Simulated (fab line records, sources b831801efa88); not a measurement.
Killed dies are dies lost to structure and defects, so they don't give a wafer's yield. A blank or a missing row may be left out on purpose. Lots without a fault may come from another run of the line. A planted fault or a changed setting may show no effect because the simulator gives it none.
A struck lot beside a sound one | flow sfq_line | 14 steps out of a route of 325
Sound: wafers L847.1, L847.2, L847.3. Struck: wafers L842.3, L842.5, L842.6. The cause comes at the end.
At each step with rows: each side's tool, then ch and its chambers, then its first start. Under that, the readings that differ: sound wafers | struck wafers | difference of the means | sigmas: that difference in standard deviations of wafers without a fault.
alike: readings whose means differ by less than 2 such deviations, and words and numbers that are the same on both sides. not compared: withheld readings, readings that some wafer has no value for, bounds like >300 that may hide the same value, and numbers for which the record gives no deviation and whose values overlap.
The two part at a step that has a row with sigmas, a row that says differs or no value, or rows on one side only. Numbers that don't overlap but have no deviation are shown without sigmas and don't part them. A reading that every wafer of one side lacks parts them only if that side has two wafers or more.

SFQ_TRILAYER_M6_BARC_OPEN_METAL_ETCH_206: etches BARC in O2, target depth 125 nm, time 41.7 s.
  sound on rie_metal-03 ch 0,1, day 73 12:17; struck on rie_metal-01 ch 0,1, day 70 07:03
  alike: drypump_motor_current_A, oes_product_au, rf_fwd_power_W
  not compared: rf_hours_counter_h
SFQ_TRILAYER_M6_ETCH_METAL_ETCH_162: etches Nb in Cl2/Ar, stops on SiO2, target depth 240 nm, time 120 s.
  sound on rie_metal-03 ch 0,1, day 73 12:20; struck on rie_metal-01 ch 0,1, day 70 07:10
  alike: drypump_motor_current_A, oes_product_au, rf_fwd_power_W
  not compared: rf_hours_counter_h
SFQ_TRILAYER_M6_STRIP_STRIP_163: strips in O2.
  sound on rie_metal-03 ch 0,1, day 73 12:28; struck on rie_metal-01 ch 0,1, day 70 07:32
  alike: drypump_motor_current_A, oes_product_au
  not compared: rf_hours_counter_h
then, 1 step without rows for these wafers: SFQ_TRILAYER_M6_STRIP_SOLV_CLEAN_164 (cleans in NMP, time 600 s).
SFQ_TRILAYER_I6_DEP_PECVD_165: deposits SiO2 from SiH4/N2O, time 111.11 s, target thk 500 nm.
  sound on pecvd-03 ch 0,1,2, day 73 13:14; struck on pecvd-03 ch 1,2, day 70 08:15
  alike: heater_power_w, rf_fwd_power_W, throttle_valve_pct
SFQ_TRILAYER_I6_CMP_CMP_166: polishes SiO2.
  sound on cmp-02 ch 0,1,3, day 73 13:19; struck on cmp-02 ch 2,3, day 70 08:50
  alike: motor_current_A, slurry_flow_ml_min, time_to_endpoint_s
SFQ_I6_BOW_MEAS_941:
  sound on film_metro-03, day 73 16:19; struck on film_metro-04, day 70 11:22
  alike: I6_BOW
then, 5 steps without rows for these wafers: SFQ_TRILAYER_I6_METRO_MEASURE_167; SFQ_TRILAYER_I6_VIA_LITHO_COAT_174 (resist thk 62 nm); SFQ_TRILAYER_I6_VIA_LITHO_COAT_169 (resist thk 650 nm); SFQ_TRILAYER_I6_VIA_LITHO_SOFTBAKE_173; SFQ_TRILAYER_I6_VIA_LITHO_EXPOSE_170 (exposes mask I6, target cd 700 nm).
-- the record jumps here: 4 days lie between the struck wafers' starts before and after --
SFQ_TRILAYER_I6_VIA_LITHO_PEB_172: peb time 60 s.
  sound on litho_track-04 ch 0, day 77 13:19; struck on litho_track-01, day 74 05:18
  no value came back on the struck wafers for chill_plate_temp_C (C), exhaust_pa (Pa); on the sound wafers chill_plate_temp_C (C) reads 22.93 23.19 23.02
then, 1 step without rows for these wafers: SFQ_TRILAYER_I6_VIA_LITHO_DEVELOP_171 (time 60 s).

WHERE THEY PART
Only at SFQ_TRILAYER_I6_VIA_LITHO_PEB_172, within this record.

WHY: what the simulator had put in
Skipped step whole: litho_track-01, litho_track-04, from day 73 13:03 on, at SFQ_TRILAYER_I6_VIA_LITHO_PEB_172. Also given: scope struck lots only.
